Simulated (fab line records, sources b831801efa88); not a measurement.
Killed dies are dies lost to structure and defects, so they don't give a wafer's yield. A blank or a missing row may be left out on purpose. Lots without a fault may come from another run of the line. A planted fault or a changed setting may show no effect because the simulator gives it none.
Which tool did it? | flow gf180mcu | 14 lots, 40 wafers sampled, at 4 steps of a route of 602

WHAT THE GAUGES READ, wafer by wafer
GF_STI_THK_MEAS_02.
lot  | measured    | on            | STI_OXIDATION_THK (nm)
L164 | day 1 11:31 | film_metro-04 | 9.83 9.95 9.71
L165 | day 1 16:32 | film_metro-04 | 10.02 9.78 9.78
L166 | day 1 21:31 | film_metro-03 | 10.16 10.25 10.20
L167 | day 2 02:31 | film_metro-04 | 10.06 9.96 10.01
L171 | day 3 00:47 | film_metro-02 | 10.08 10.10 10.11
L172 | day 3 03:42 | film_metro-03 | 10.00 9.75
L173 | day 3 08:46 | film_metro-02 | 9.67 9.62
L175 | day 3 18:31 | film_metro-03 | 9.73 9.61 9.73
L178 | day 4 09:31 | film_metro-03 | 10.10 10.04 10.09
L179 | day 4 14:35 | film_metro-03 | 9.82 9.63 9.78
L180 | day 4 19:31 | film_metro-02 | 10.06 9.99 10.09
L181 | day 5 00:31 | film_metro-04 | 10.28 10.41 10.22
L185 | day 5 21:29 | film_metro-03 | 10.05 10.07 10.18
L187 | day 6 07:40 | film_metro-04 | 9.89 9.79 9.63

GF_NWELL_OVL_MEAS_07.
lot  | measured    | on         | NWELL_OVL (nm)
L164 | day 3 07:28 | overlay-01 | -0.6 0.0 0.6
L165 | day 3 13:11 | overlay-02 | 6.3 3.3 -1.5
L166 | day 3 18:08 | overlay-01 | 1.5 3.5 1.1
L167 | day 4 01:40 | overlay-01 | 1.0 1.9 1.3
L171 | day 4 23:55 | overlay-01 | 1.3 0.0 0.9
L172 | day 5 02:55 | overlay-02 | 2.3 -
L173 | day 5 08:25 | overlay-01 | 0.7 -
L175 | day 5 22:01 | overlay-01 | 0.0 -0.5 -
L178 | day 6 13:31 | overlay-02 | 0.2 1.8 1.1
L179 | day 6 17:43 | overlay-01 | -0.7 0.9 0.4
L180 | day 6 23:29 | overlay-02 | -0.7 -0.6 0.9
L181 | day 7 03:46 | overlay-01 | 0.0 0.9 -1.3
L185 | day 8 02:37 | overlay-01 | 0.2 1.2 -0.8
L187 | day 8 19:34 | overlay-01 | 4.3 3.5 1.4

WHICH TOOL RAN EACH LOT (tool, then ch and the chambers of the sampled wafers, then the start)
lot  | GF_DNWELL_STRIP_08                  | GF_NWELL_DEVELOP_06
L164 | plasma_asher-02 ch 0,1, day 2 18:37 | litho_track-01 ch 0, day 3 07:00
L165 | plasma_asher-03 ch 0,1, day 3 00:26 | litho_track-04 ch 0, day 3 13:00
L166 | plasma_asher-02 ch 0,1, day 3 05:16 | litho_track-04 ch 0, day 3 18:00
L167 | plasma_asher-02 ch 0,1, day 3 12:52 | litho_track-03 ch 0, day 4 01:00
L171 | plasma_asher-01 ch 0,1, day 4 09:13 | litho_track-04 ch 0, day 4 23:00
L172 | plasma_asher-03 ch 0, day 4 12:28   | litho_track-03 ch 0, day 5 02:00
L173 | plasma_asher-01 ch 0, day 4 18:22   | litho_track-03 ch 0, day 5 08:00
L175 | plasma_asher-03 ch 0,1, day 5 06:13 | litho_track-03 ch 0, day 5 21:00
L178 | plasma_asher-03 ch 0, day 5 23:10   | litho_track-01 ch 0, day 6 13:00
L179 | plasma_asher-02 ch 0,1, day 6 02:49 | litho_track-04 ch 0, day 6 17:00
L180 | plasma_asher-03 ch 0,1, day 6 07:58 | litho_track-04 ch 0, day 6 23:00
L181 | plasma_asher-02 ch 0,1, day 6 12:40 | litho_track-01 ch 0, day 7 03:00
L185 | plasma_asher-02 ch 1, day 7 10:28   | litho_track-04 ch 0, day 8 02:00
L187 | plasma_asher-03 ch 0,1, day 8 03:09 | litho_track-03 ch 0, day 8 19:00
- GF_DNWELL_STRIP_08: strips in O2/N2.
- GF_NWELL_DEVELOP_06: develop time 60 s.

WHAT THE TOOLS THEMSELVES READ (means of the sampled wafers that have a number; where no wafer has one, the mark that the record gives instead)
GF_DNWELL_STRIP_08.
lot  | tool            | drypump_motor_current_A (A) | heater_power_w (W) | oes_product_au (a.u.) | strip_time_to_endpoint_s (s)
L164 | plasma_asher-02 | 6.22                        | 324                | 0.723                 | 37.06
L165 | plasma_asher-03 | 5.78                        | 288                | 0.723                 | 36.99
L166 | plasma_asher-02 | 5.96                        | 322                | 0.725                 | 37.03
L167 | plasma_asher-02 | 5.98                        | 319                | 0.721                 | 37.01
L171 | plasma_asher-01 | 5.97                        | 314                | 0.721                 | 36.90
L172 | plasma_asher-03 | 5.78                        | 279                | 0.718                 | 36.98
L173 | plasma_asher-01 | 5.71                        | 310                | 0.719                 | 37.00
L175 | plasma_asher-03 | 5.83                        | 291                | 0.720                 | 36.99
L178 | plasma_asher-03 | 5.77                        | 282                | 0.720                 | 36.99
L179 | plasma_asher-02 | 6.22                        | 326                | 0.723                 | 36.91
L180 | plasma_asher-03 | 5.83                        | 285                | 0.726                 | 36.89
L181 | plasma_asher-02 | 6.18                        | 328                | 0.729                 | 36.98
L185 | plasma_asher-02 | 5.72                        | 314                | 0.722                 | 37.14
L187 | plasma_asher-03 | 5.81                        | 282                | 0.723                 | 36.96

THE ANSWER, worked out from the rows above alone
Rule: what is usual is taken from the lots themselves. Put in order of their means at a reading, lots are off if they are a third of the lots or fewer, leave a main group of 4 or more, and stand apart from it by a gap of 3 or more times the standard deviation of the main group's means; of several such gaps the widest counts. A main group whose means are all the same, to the digits that the tables above print for the reading, isn't used. A lot without any number at a reading at which 4 lots or more have one is off too. The other lots that the step has rows for count as sound. The gauges are gone through in route order, then the tools' own readings, and for those a lot's mean is taken as printed above. The first step at which some lot is off is used, and at that step the reading that is off furthest; a lot without a number counts as furthest.
No lot is off at any reading shown: from this, nothing can be told.

WHAT THE SIMULATOR HAD PUT IN
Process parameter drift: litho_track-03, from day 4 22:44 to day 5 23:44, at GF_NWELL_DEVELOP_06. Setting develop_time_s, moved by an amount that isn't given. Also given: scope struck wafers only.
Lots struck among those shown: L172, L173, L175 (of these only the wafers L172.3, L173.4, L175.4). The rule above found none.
